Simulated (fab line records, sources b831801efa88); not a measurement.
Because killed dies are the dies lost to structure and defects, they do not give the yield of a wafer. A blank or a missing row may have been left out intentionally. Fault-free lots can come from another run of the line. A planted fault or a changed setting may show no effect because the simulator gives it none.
Which tool was responsible? || flow gf180mcu || Sampling: 7 lots, 19 wafers, 2 of 602 route steps

WHAT EACH GAUGE READ, for each wafer
GF_STI_CD_MEAS_12: the cd target is 220 nm.
{"lot": "L802", "measured": "day 2 06:16", "on": "cd sem-02", "cd nm (nm)": "219.7 220.3 219.0"}
{"lot": "L804", "measured": "day 2 16:37", "on": "cd sem-01", "cd nm (nm)": "218.7 218.5 218.5"}
{"lot": "L808", "measured": "day 3 12:46", "on": "cd sem-02", "cd nm (nm)": "220.7 130.7"}
{"lot": "L810", "measured": "day 4 00:31", "on": "cd sem-01", "cd nm (nm)": "128.9 129.5"}
{"lot": "L817", "measured": "day 5 11:16", "on": "cd sem-02", "cd nm (nm)": "219.7 220.3 219.8"}
{"lot": "L822", "measured": "day 6 12:55", "on": "cd sem-01", "cd nm (nm)": "223.7 223.2 222.1"}
{"lot": "L824", "measured": "day 7 00:19", "on": "cd sem-01", "cd nm (nm)": "218.8 220.1 220.7"}

TOOL THAT RAN EACH LOT (tool first, then ch and the chambers of the sampled wafers, then the start)
{"lot": "L802", "GF_STI_EXPOSE_09": "krf scanner-01 ch 0, day 2 00:17"}
{"lot": "L804", "GF_STI_EXPOSE_09": "krf scanner-01 ch 0, day 2 11:17"}
{"lot": "L808", "GF_STI_EXPOSE_09": "krf scanner-02 ch 0, day 3 07:22"}
{"lot": "L810", "GF_STI_EXPOSE_09": "krf scanner-02 ch 0, day 3 18:16"}
{"lot": "L817", "GF_STI_EXPOSE_09": "krf scanner-01 ch 0, day 5 04:31"}
{"lot": "L822", "GF_STI_EXPOSE_09": "krf scanner-01 ch 0, day 6 05:45"}
{"lot": "L824", "GF_STI_EXPOSE_09": "krf scanner-01 ch 0, day 6 16:52"}
- GF_STI_EXPOSE_09: exposes mask COMP, target cd 220 nm.

THE ANSWER, worked out from the rows above alone
Rule: usual is defined by the lots themselves. The widest of any qualifying gaps counts: lots, ordered by their means at a reading, are off when they make up no more than a third of the lots, leave a main group of 4 or more, and stand apart from it by 3 or more times the standard deviation of that group's means. If all means in a main group match to the digits the tables above print for the reading, that group is not used. Also off: a lot with no number at a reading for which 4 or more lots have one. Any other lot the step has rows for is counted as sound.
Off at GF_STI_CD_MEAS_12 (cd nm): L808, L810. Main group: mean 220.2 nm, sd 1.5.
If a tool, at a process step before that reading, ran all the lots that are off and no sound lot after the first of them, it fits. Those tools and the gauges at GF_STI_CD_MEAS_12 are tried in the same way. One fits: GF_STI_EXPOSE_09 on krf scanner-02. It ran no sound lot before its first lot that is off in this sample, so the start can't be narrowed down.

WHAT THE SIMULATOR HAD PUT IN
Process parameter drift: krf scanner-02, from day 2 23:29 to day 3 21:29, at GF_STI_EXPOSE_09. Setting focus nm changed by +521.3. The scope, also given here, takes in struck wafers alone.
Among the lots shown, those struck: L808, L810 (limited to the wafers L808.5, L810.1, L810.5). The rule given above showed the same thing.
